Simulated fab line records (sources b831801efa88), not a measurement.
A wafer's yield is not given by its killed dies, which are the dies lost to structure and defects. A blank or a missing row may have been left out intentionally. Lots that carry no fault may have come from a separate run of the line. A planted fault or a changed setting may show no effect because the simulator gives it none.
fab line records	flow gf180mcu	part 1 of 2: steps 1 to 27 of 36
record: lots: 5	wafers: 15	last_day: 34
route steps=602 shown M2@373 V2@382
lots untouched by any fault: they come from a run of this same line in which no faults occurred
start_h: hours from the record's opening day to when the first of the lot's shown wafers began	wait_h: hours since the lot's step before	" same as the row above	L1.1+2: a row that stands for several wafers	- value missing, or start not given	* or withheld: withheld	< > ~ a bound
route shown NAME@n: names a module that has steps shown in the file, with the first one's number in the route	usual: mean/standard deviation taken from wafers without a fault	same: alike in all rows	chamber/n: place in a boat	sites: readings site by site	_std_site: the values' standard deviation	_edge_site: outer sites' mean less inner sites'	radius_mm: for every site, how far away it sits from the centre of the wafer	mask NAME#n: copy n	behind: the most recent tool/chamber to have shaped the wafer	hold: the reason the lot was held/the length of the hold in hours/how it ended	device: names the non-switching transistor (n, p or np)	end of line: at the end of the route, the tests of the same wafers	a step without rows: its recipe alone	killed: the dies lost at the first sort to structure and to defects; this is not the yield of the wafer	map: the dies of a wafer, with x for killed, . for not killed, _ for no die there
set.NAME: the setting that was run; set.NAME@STEP: the one run at that earlier step	model.NAME: the simulator's own value behind a step, which no gauge read
a table for each step, a row for each wafer; lots at some steps of the route
services: when a tool's chamber went out of use (start_h, in hours from the record's first day, below 0 if earlier), for how many hours, and the reason
== steps ==
step: GF_M2_EXPOSE_11
recipe: mask_id: Metal2	target_cd_nm: 280	na: 0.68	source_shape: conventional	sigma_outer: 0.6	dose_mj: 28
lot.wafer	tool	chamber	start_h	wait_h	mask
L075.1+4+6	krf_scanner-02	0	-	-	Metal2#0
L078.1+4+6	krf_scanner-01	0	-	-	Metal2#0
L087.1+2+5	krf_scanner-01	0	-	-	Metal2#0
L091.1+3+5	krf_scanner-01	0	-	-	Metal2#0
L096.1+2+6	krf_scanner-02	0	-	-	Metal2#0
step: GF_M2_PEB_12
recipe: peb_temp_c: 135	peb_time_s: 90	resist: KrF
usual: chill_plate_temp_C: 23.03/0.12
lot.wafer	tool	chamber	start_h	wait_h	chill_plate_temp_C
L075.1	litho_track-01	0	-	-	23.08
L075.4	"	0	"	"	22.96
L075.6	"	0	"	"	22.93
L078.1	litho_track-01	0	-	-	22.92
L078.4	"	0	"	"	23.10
L078.6	"	0	"	"	22.95
L087.1	litho_track-01	0	-	-	22.97
L087.2	"	0	"	"	23.20
L087.5	"	0	"	"	23.12
L091.1	litho_track-02	0	-	-	22.90
L091.3	"	0	"	"	22.84
L091.5	"	0	"	"	22.59
L096.1	litho_track-03	0	-	-	23.09
L096.2	"	0	"	"	23.08
L096.6	"	0	"	"	22.97
step: GF_M2_DEVELOP_13
recipe: develop_time_s: 60	dev_temp_c: 21
usual: chill_plate_temp_C: 23.01/0.11
lot.wafer	tool	chamber	start_h	wait_h	chill_plate_temp_C
L075.1	litho_track-01	0	453.71	0.2	23.22
L075.4	"	0	"	"	23.12
L075.6	"	0	"	"	22.99
L078.1	litho_track-01	0	483.56	0.2	23.05
L078.4	"	0	"	"	23.01
L078.6	"	0	"	"	23.08
L087.1	litho_track-01	0	564.51	0.2	22.95
L087.2	"	0	"	"	22.91
L087.5	"	0	"	"	22.85
L091.1	litho_track-02	0	596.38	0.2	22.86
L091.3	"	0	"	"	23.05
L091.5	"	0	"	"	22.90
L096.1	litho_track-03	0	630.37	0.2	23.06
L096.2	"	0	"	"	23.07
L096.6	"	0	"	"	23.14
step: GF_M2_CD_MEAS_14
recipe: target_cd_nm: 280
usual: cd_nm: 280.1/1.1
lot.wafer	tool	chamber	start_h	wait_h	cd_nm
L075.1	cd_sem-01	-	453.86	0.1	281.4
L075.4	"	-	"	"	280.9
L075.6	"	-	"	"	280.6
L078.1	cd_sem-01	-	483.71	0.1	279.8
L078.4	"	-	"	"	278.7
L078.6	"	-	"	"	278.7
L087.1	cd_sem-02	-	564.66	0.1	280.7
L087.2	"	-	"	"	278.8
L087.5	"	-	"	"	279.9
L091.1	cd_sem-01	-	596.53	0.1	280.4
L091.3	"	-	"	"	280.3
L091.5	"	-	"	"	279.5
L096.1	cd_sem-02	-	630.52	0.1	280.9
L096.2	"	-	"	"	280.7
L096.6	"	-	"	"	279.5
step: GF_M2_OVL_MEAS_15
usual: M2_OVL: 1/5.5
lot.wafer	tool	chamber	start_h	wait_h	M2_OVL[nm]
L075.1	overlay-02	-	453.98	0.1	-8
L075.4	"	-	"	"	11
L075.6	"	-	"	"	1
L078.1	overlay-01	-	483.83	0.1	3
L078.4	"	-	"	"	-5
L078.6	"	-	"	"	-3
L087.1	overlay-02	-	564.78	0.1	-5
L087.2	"	-	"	"	-4
L087.5	"	-	"	"	4
L091.1	overlay-02	-	596.65	0.1	3
L091.3	"	-	"	"	-2
L091.5	"	-	"	"	-6
L096.1	overlay-01	-	630.64	0.1	-7
L096.2	"	-	"	"	14
L096.6	"	-	"	"	3
step: GF_M2_METAL_ETCH_16
recipe: chemistry: Cl2/BCl3	mask_material: KrF	target_depth_nm: 750.8	stop_on: SiO2	pressure_mtorr: 8	icp_w: 800	bias_w: 140	Cl2_flow_sccm: 80	bcl3_flow_sccm: 40	time_s: 125.1
usual: drypump_motor_current_A: 6.1/0.34	oes_product_au: 0.989/0.0075	throttle_valve_pct: 28.231/0.011
lot.wafer	tool	chamber	start_h	wait_h	drypump_motor_current_A	oes_product_au	rf_hours_counter_h	throttle_valve_pct
L075.1	rie_metal-01	1	454.02	0.0	6.6	0.990	8	28.226
L075.4	"	0	"	"	6.1	1.002	-	28.237
L075.6	"	0	"	"	6.1	0.997	-	28.214
L078.1	rie_metal-02	1	483.87	0.0	5.6	0.978	8	28.233
L078.4	"	1	"	"	5.6	0.982	-	28.245
L078.6	"	1	"	"	5.7	0.980	-	28.239
L087.1	rie_metal-01	0	564.82	0.0	6.1	0.997	4	28.230
L087.2	"	1	"	"	6.6	0.982	11	28.240
L087.5	"	1	"	"	6.6	0.974	-	28.216
L091.1	rie_metal-01	1	596.68	0.0	6.5	0.973	12	28.230
L091.3	"	1	"	"	6.6	0.979	-	28.254
L091.5	"	1	"	"	6.6	0.982	-	28.254
L096.1	rie_metal-02	1	630.68	0.0	5.6	0.992	12	28.243
L096.2	"	0	"	"	5.7	0.996	6	28.214
L096.6	"	1	"	"	5.6	0.980	-	28.208
step: GF_M2_STRIP_17
recipe: chemistry: O2/N2	power_w: 1400	pressure_mtorr: 1500	platen_temp_c: 250	o2_flow_sccm: 3000	n2_flow_sccm: 300	overash_fraction: 0.5
usual: drypump_motor_current_A: 5.54/0.24	heater_power_w: 321/34	oes_product_au: 0.538/0.005	strip_time_to_endpoint_s: 7.38/0.073
lot.wafer	tool	chamber	start_h	wait_h	drypump_motor_current_A	heater_power_w	oes_product_au	rf_hours_counter_h	strip_time_to_endpoint_s
L075.1	plasma_asher-02	0	454.15	0.1	5.83	353	0.545	30	7.45
L075.4	"	0	"	"	5.84	350	0.539	-	7.21
L075.6	"	0	"	"	5.85	355	0.540	-	7.27
L078.1	plasma_asher-03	0	484.00	0.1	5.07	317	0.545	75	7.46
L078.4	"	0	"	"	5.11	309	0.540	-	7.45
L078.6	"	1	"	"	5.58	303	0.535	-	7.46
L087.1	plasma_asher-03	1	564.94	0.1	5.57	302	0.538	83	7.29
L087.2	"	0	"	"	5.08	313	0.541	83	7.42
L087.5	"	1	"	"	5.58	310	0.530	-	7.43
L091.1	plasma_asher-01	0	596.81	0.1	5.65	341	0.545	17	7.52
L091.3	"	1	"	"	5.70	365	0.545	-	7.46
L091.5	"	1	"	"	5.68	360	0.539	-	7.46
L096.1	plasma_asher-01	0	630.81	0.1	5.64	340	0.544	21	7.43
L096.2	"	1	"	"	5.70	361	0.530	21	7.33
L096.6	"	0	"	"	5.68	343	0.534	-	7.43
step: GF_M2_STRIP_18
recipe: chemistry: post_etch_residue_remover	time_s: 1200	temp_c: 72.5
lot.wafer	tool	chamber	start_h	wait_h
L075.1+4+6	wet_bench-04	3	454.25	0.1
L078.1+4+6	wet_bench-01	3	484.10	0.1
L087.1+2+5	wet_bench-04	0	565.04	0.1
L091.1+3+5	wet_bench-03	0	596.91	0.1
L096.1+2+6	wet_bench-04	0	630.91	0.1
step: GF_M2_CLEAN_19
recipe: chemistry: DIW	dry: n2_spin
lot.wafer	tool	chamber	start_h	wait_h
L075.1+4+6	wet_bench-01	3	454.59	0.0
L078.1+4+6	wet_bench-04	2	484.44	0.0
L087.1+2+5	wet_bench-01	3	565.42	0.0
L091.1+3+5	wet_bench-04	1	597.26	0.0
L096.1+2+6	wet_bench-03	3	631.31	0.0
step: GF_V2_CVD_00
recipe: material: SiO2	target_thk_nm: 600	sigma_open_frac: 0.3	temp_c: 400	time_s: 100	sih4_flow_sccm: 60	pressure_mtorr: 6
usual: sih4_flow_sccm: 59.98/0.17
lot.wafer	tool	chamber	start_h	wait_h	sih4_flow_sccm
L075.1	hdpcvd-02	1	454.68	0.0	60.17
L075.4	"	1	"	"	59.84
L075.6	"	0	"	"	59.94
L078.1	hdpcvd-01	1	484.55	0.0	60.02
L078.4	"	1	"	"	59.86
L078.6	"	0	"	"	59.97
L087.1	hdpcvd-01	0	565.51	0.0	59.93
L087.2	"	1	"	"	60.09
L087.5	"	1	"	"	60.00
L091.1	hdpcvd-01	0	597.35	0.0	60.01
L091.3	"	1	"	"	60.20
L091.5	"	2	"	"	59.93
L096.1	hdpcvd-02	0	631.40	0.0	59.94
L096.2	"	2	"	"	59.64
L096.6	"	1	"	"	60.03
step: GF_V2_THK_MEAS_01
recipe: reads: SiO2_of_V2_CVD_00
usual: V2_CVD_00_THK: 600/7.8
lot.wafer	tool	chamber	start_h	wait_h	V2_CVD_00_THK[nm]
L075.1	film_metro-01	-	454.75	0.0	619
L075.4	"	-	"	"	619
L075.6	"	-	"	"	602
L078.1	film_metro-02	-	484.62	0.0	607
L078.4	"	-	"	"	602
L078.6	"	-	"	"	594
L087.1	film_metro-04	-	565.58	0.0	592
L087.2	"	-	"	"	603
L087.5	"	-	"	"	604
L091.1	film_metro-02	-	597.42	0.0	590
L091.3	"	-	"	"	601
L091.5	"	-	"	"	605
L096.1	film_metro-02	-	631.48	0.0	590
L096.2	"	-	"	"	606
L096.6	"	-	"	"	595
step: GF_V2_CVD_02
recipe: material: SiO2	target_thk_nm: 850	precursor: TEOS	temp_c: 400	time_s: 94.851	rf_w: 600
usual: heater_power_w: 668/87
lot.wafer	tool	chamber	start_h	wait_h	heater_power_w
L075.1	pecvd-03	2	454.81	0.1	662
L075.4	"	2	"	"	550
L075.6	"	0	"	"	485
L078.1	pecvd-03	0	484.68	0.1	555
L078.4	"	0	"	"	583
L078.6	"	1	"	"	651
L087.1	pecvd-04	2	565.64	0.1	674
L087.2	"	0	"	"	773
L087.5	"	0	"	"	816
L091.1	pecvd-03	2	597.48	0.1	624
L091.3	"	0	"	"	567
L091.5	"	0	"	"	589
L096.1	pecvd-04	1	631.54	0.1	767
L096.2	"	0	"	"	766
L096.6	"	1	"	"	794
step: GF_V2_THK_MEAS_03
recipe: reads: SiO2_of_V2_CVD_02
usual: V2_CVD_02_THK: 851/12
lot.wafer	tool	chamber	start_h	wait_h	V2_CVD_02_THK[nm]
L075.1	film_metro-04	-	454.88	0.0	854
L075.4	"	-	"	"	863
L075.6	"	-	"	"	857
L078.1	film_metro-01	-	484.75	0.0	835
L078.4	"	-	"	"	862
L078.6	"	-	"	"	858
L087.1	film_metro-04	-	565.71	0.0	825
L087.2	"	-	"	"	861
L087.5	"	-	"	"	866
L091.1	film_metro-04	-	597.55	0.0	856
L091.3	"	-	"	"	855
L091.5	"	-	"	"	867
L096.1	film_metro-02	-	631.61	0.0	828
L096.2	"	-	"	"	843
L096.6	"	-	"	"	857
step: GF_V2_CMP_04
recipe: material: SiO2	down_force_psi: 4	platen_rpm: 60	pad_velocity_m_s: 0.94248
usual: motor_current_A: 12.0/1.3	slurry_filter_dp_kPa: 13.51/0.14	time_to_endpoint_s: 82/5.7
lot.wafer	tool	chamber	start_h	wait_h	motor_current_A	slurry_filter_dp_kPa	time_to_endpoint_s
L075.4	cmp-02	1	454.94	0.0	9.7	13.14	92
L075.1	"	3	"	"	13.0	13.43	84
L075.6	"	2	"	"	13.2	13.63	85
L078.1	cmp-01	1	484.81	0.1	12.3	13.48	69
L078.4	"	0	"	"	11.3	13.62	84
L078.6	"	1	"	"	12.4	13.64	80
L087.1	cmp-02	0	566.05	0.3	11.6	13.60	81
L087.2	"	2	"	"	13.8	13.49	88
L087.5	"	0	"	"	11.1	13.55	93
L091.3	cmp-02	2	597.61	0.0	14.0	13.72	80
L091.1	"	1	"	"	9.6	13.61	87
L091.5	"	2	"	"	13.8	13.46	84
L096.1	cmp-02	0	631.72	0.1	10.6	13.62	71
L096.2	"	1	"	"	9.7	13.64	80
L096.6	"	0	"	"	10.8	13.42	79
step: GF_V2_BOW_MEAS_05
recipe: mode: bow
usual: V2_BOW: 99/9.2
lot.wafer	tool	chamber	start_h	wait_h	V2_BOW[um]
L075.1	film_metro-04	-	455.24	0.1	108
L075.4	"	-	"	"	106
L075.6	"	-	"	"	104
L078.1	film_metro-02	-	485.11	0.2	83
L078.4	"	-	"	"	101
L078.6	"	-	"	"	92
L087.1	film_metro-04	-	566.30	0.2	89
L087.2	"	-	"	"	82
L087.5	"	-	"	"	82
L091.1	film_metro-02	-	597.91	0.1	105
L091.3	"	-	"	"	98
L091.5	"	-	"	"	109
L096.1	film_metro-04	-	631.97	0.2	97
L096.2	"	-	"	"	101
L096.6	"	-	"	"	102
step: GF_V2_DEHYDRATE_06
recipe: temp_c: 200	time_s: 60
usual: chill_plate_temp_C: 23.03/0.12
lot.wafer	tool	chamber	start_h	wait_h	chill_plate_temp_C
L075.1	litho_track-02	0	466.28	11.0	22.95
L075.4	"	0	"	"	22.82
L075.6	"	0	"	"	23.00
L078.1	litho_track-01	0	496.21	11.1	23.06
L078.4	"	0	"	"	23.02
L078.6	"	0	"	"	23.00
L087.1	litho_track-02	0	577.18	10.9	23.17
L087.2	"	0	"	"	23.29
L087.5	"	0	"	"	23.27
L091.1	litho_track-04	0	607.43	9.5	23.03
L091.3	"	0	"	"	23.16
L091.5	"	0	"	"	23.19
L096.1	litho_track-01	0	642.06	10.1	22.92
L096.2	"	0	"	"	23.03
L096.6	"	0	"	"	22.96
step: GF_V2_HMDS_07
recipe: prime_time_s: 60	prime_temp_c: 120
usual: chill_plate_temp_C: 22.98/0.1
lot.wafer	tool	chamber	start_h	wait_h	chill_plate_temp_C
L075.1	litho_track-02	0	466.43	0.1	22.98
L075.4	"	0	"	"	22.94
L075.6	"	0	"	"	22.89
L078.1	litho_track-01	0	496.36	0.1	22.96
L078.4	"	0	"	"	23.04
L078.6	"	0	"	"	23.08
L087.1	litho_track-02	0	577.33	0.1	23.01
L087.2	"	0	"	"	23.00
L087.5	"	0	"	"	23.11
L091.1	litho_track-04	0	607.58	0.1	22.96
L091.3	"	0	"	"	22.92
L091.5	"	0	"	"	22.75
L096.1	litho_track-01	0	642.21	0.1	23.03
L096.2	"	0	"	"	23.06
L096.6	"	0	"	"	22.97
step: GF_V2_COAT_08
recipe: resist: BARC	temp_c: withheld	time_s: withheld	spin_rpm: withheld	resist_thk_nm: withheld
usual: chill_plate_temp_C: *
lot.wafer	tool	chamber	start_h	wait_h	chill_plate_temp_C
L075.1	litho_track-02	0	466.58	0.1	*
L075.4	"	0	"	"	*
L075.6	"	0	"	"	*
L078.1	litho_track-01	0	496.51	0.1	*
L078.4	"	0	"	"	*
L078.6	"	0	"	"	*
L087.1	litho_track-02	0	577.48	0.1	*
L087.2	"	0	"	"	*
L087.5	"	0	"	"	*
L091.1	litho_track-04	0	607.73	0.1	*
L091.3	"	0	"	"	*
L091.5	"	0	"	"	*
L096.1	litho_track-01	0	642.36	0.1	*
L096.2	"	0	"	"	*
L096.6	"	0	"	"	*
step: GF_V2_COAT_09
recipe: resist: KrF	spin_rpm: withheld	resist_thk_nm: 1000
usual: chill_plate_temp_C: 23.00/0.11
lot.wafer	tool	chamber	start_h	wait_h	chill_plate_temp_C
L075.1	litho_track-02	0	-	-	23.09
L075.4	"	0	"	"	23.16
L075.6	"	0	"	"	23.11
L078.1	litho_track-01	0	-	-	23.07
L078.4	"	0	"	"	22.83
L078.6	"	0	"	"	22.87
L087.1	litho_track-02	0	-	-	23.18
L087.2	"	0	"	"	23.23
L087.5	"	0	"	"	23.08
L091.1	litho_track-04	0	-	-	23.00
L091.3	"	0	"	"	23.08
L091.5	"	0	"	"	23.03
L096.1	litho_track-01	0	-	-	22.98
L096.2	"	0	"	"	22.85
L096.6	"	0	"	"	23.19
step: GF_V2_SOFTBAKE_10
recipe: temp_c: 130	time_s: 60	resist: KrF
usual: chill_plate_temp_C: 22.99/0.11
lot.wafer	tool	chamber	start_h	wait_h	chill_plate_temp_C
L075.1	litho_track-02	0	-	-	23.08
L075.4	"	0	"	"	23.16
L075.6	"	0	"	"	22.99
L078.1	litho_track-01	0	-	-	23.02
L078.4	"	0	"	"	22.99
L078.6	"	0	"	"	22.95
L087.1	litho_track-02	0	-	-	22.96
L087.2	"	0	"	"	22.89
L087.5	"	0	"	"	23.10
L091.1	litho_track-04	0	-	-	22.84
L091.3	"	0	"	"	22.84
L091.5	"	0	"	"	22.82
L096.1	litho_track-01	0	-	-	22.92
L096.2	"	0	"	"	23.00
L096.6	"	0	"	"	23.06
step: GF_V2_EXPOSE_11
recipe: mask_id: Via2	target_cd_nm: 260	na: 0.68	source_shape: conventional	sigma_outer: 0.6	dose_mj: 38
lot.wafer	tool	chamber	start_h	wait_h	mask
L075.1+4+6	krf_scanner-02	0	-	-	Via2#0
L078.1+4+6	krf_scanner-01	0	-	-	Via2#0
L087.1+2+5	krf_scanner-01	0	-	-	Via2#0
L091.1+3+5	krf_scanner-01	0	-	-	Via2#0
L096.1+2+6	krf_scanner-02	0	-	-	Via2#0
step: GF_V2_PEB_12
recipe: peb_temp_c: 135	peb_time_s: 90	resist: KrF
usual: chill_plate_temp_C: 23.02/0.11
lot.wafer	tool	chamber	start_h	wait_h	chill_plate_temp_C
L075.1	litho_track-04	0	-	-	23.02
L075.4	"	0	"	"	23.03
L075.6	"	0	"	"	23.18
L078.1	litho_track-01	0	-	-	23.06
L078.4	"	0	"	"	22.82
L078.6	"	0	"	"	22.91
L087.1	litho_track-02	0	-	-	22.88
L087.2	"	0	"	"	22.90
L087.5	"	0	"	"	22.90
L091.1	litho_track-02	0	-	-	23.11
L091.3	"	0	"	"	23.17
L091.5	"	0	"	"	22.97
L096.1	litho_track-01	0	-	-	23.02
L096.2	"	0	"	"	23.11
L096.6	"	0	"	"	23.11
step: GF_V2_DEVELOP_13
recipe: develop_time_s: 60	resist: KrF	dev_temp_c: 21
usual: chill_plate_temp_C: 23.00/0.11
lot.wafer	tool	chamber	start_h	wait_h	chill_plate_temp_C
L075.1	litho_track-04	0	479.34	0.2	22.96
L075.4	"	0	"	"	22.87
L075.6	"	0	"	"	23.01
L078.1	litho_track-01	0	508.76	0.2	23.19
L078.4	"	0	"	"	22.99
L078.6	"	0	"	"	23.07
L087.1	litho_track-02	0	588.43	0.2	22.79
L087.2	"	0	"	"	23.09
L087.5	"	0	"	"	22.98
L091.1	litho_track-02	0	618.98	0.2	22.91
L091.3	"	0	"	"	22.78
L091.5	"	0	"	"	22.78
L096.1	litho_track-01	0	652.36	0.2	23.08
L096.2	"	0	"	"	23.15
L096.6	"	0	"	"	23.15
step: GF_V2_CD_MEAS_14
recipe: target_cd_nm: 260
usual: cd_nm: 260.1/1.6
lot.wafer	tool	chamber	start_h	wait_h	cd_nm
L075.1	cd_sem-02	-	479.49	0.1	257.9
L075.4	"	-	"	"	258.5
L075.6	"	-	"	"	257.4
L078.1	cd_sem-01	-	508.91	0.1	261.2
L078.4	"	-	"	"	260.5
L078.6	"	-	"	"	259.8
L087.1	cd_sem-02	-	588.58	0.1	258.7
L087.2	"	-	"	"	259.6
L087.5	"	-	"	"	259.4
L091.1	cd_sem-01	-	619.13	0.1	262.4
L091.3	"	-	"	"	262.7
L091.5	"	-	"	"	261.1
L096.1	cd_sem-02	-	652.51	0.1	260.9
L096.2	"	-	"	"	261.0
L096.6	"	-	"	"	259.6
step: GF_V2_OVL_MEAS_15
usual: V2_OVL: 2/5.2
lot.wafer	tool	chamber	start_h	wait_h	V2_OVL[nm]
L075.1	overlay-01	-	479.61	0.1	-3
L075.4	"	-	"	"	-5
L075.6	"	-	"	"	-5
L078.1	overlay-01	-	509.03	0.1	-2
L078.4	"	-	"	"	-1
L078.6	"	-	"	"	2
L087.1	overlay-02	-	588.70	0.1	8
L087.2	"	-	"	"	13
L087.5	"	-	"	"	5
L091.1	overlay-01	-	619.25	0.1	2
L091.3	"	-	"	"	-3
L091.5	"	-	"	"	-4
L096.1	overlay-01	-	652.63	0.1	-2
L096.2	"	-	"	"	12
L096.6	"	-	"	"	3
step: GF_V2_ETCH_16
recipe: chemistry: N2/H2	target_depth_a: withheld	overetch_a: withheld	time_s: withheld	target: BARC	ion_energy_ev: 200	source_w: 500	bias_w: 100	pressure_mtorr: 30	n2_flow_sccm: 100	h2_flow_sccm: 200
usual: drypump_motor_current_A: 5.4/0.4	oes_product_au: 0.854/0.0048	throttle_valve_pct: 13.225/0.0092
lot.wafer	tool	chamber	start_h	wait_h	drypump_motor_current_A	oes_product_au	throttle_valve_pct
L075.1	rie_diel-01	3	479.64	0.0	5.1	0.851	13.215
L075.4	"	1	"	"	6.5	0.861	13.236
L075.6	"	3	"	"	5.1	0.860	13.237
L078.1	rie_diel-04	1	509.07	0.0	5.4	0.846	13.239
L078.4	"	2	"	"	5.5	0.851	13.236
L078.6	"	3	"	"	5.3	0.851	13.211
L087.1	rie_diel-01	1	588.73	0.0	6.5	0.853	13.217
L087.2	"	2	"	"	5.4	0.847	13.236
L087.5	"	0	"	"	5.5	0.854	13.221
L091.1	rie_diel-04	1	619.28	0.0	5.4	0.860	13.217
L091.3	"	2	"	"	5.5	0.851	13.234
L091.5	"	1	"	"	5.4	0.854	13.230
L096.1	rie_diel-04	3	652.66	0.0	5.3	0.855	13.218
L096.2	"	1	"	"	5.4	0.851	13.233
L096.6	"	3	"	"	5.3	0.854	13.224
step: GF_V2_ETCH_17
recipe: chemistry: C4F8/O2/Ar	mask_material: KrF	target: SiO2	stop_on: TiN	source_w: 1500	bias_w: 1200	pressure_mtorr: 40	c4f8_flow_sccm: withheld	O2_flow_sccm: 6	Ar_flow_sccm: 300	time_s: withheld	target_depth_a: 6300
usual: oes_product_au: 0.855/0.0041
lot.wafer	tool	chamber	start_h	wait_h	oes_product_au
L075.1	rie_diel-01	3	-	-	0.857
L075.4	"	1	"	"	0.853
L075.6	"	3	"	"	0.857
L078.1	rie_diel-04	1	-	-	0.857
L078.4	"	2	"	"	0.853
L078.6	"	3	"	"	0.858
L087.1	rie_diel-01	1	-	-	0.850
L087.2	"	2	"	"	0.851
L087.5	"	0	"	"	0.861
L091.1	rie_diel-04	1	-	-	0.856
L091.3	"	2	"	"	0.848
L091.5	"	1	"	"	0.853
L096.1	rie_diel-04	3	-	-	0.858
L096.2	"	1	"	"	0.859
L096.6	"	3	"	"	0.855
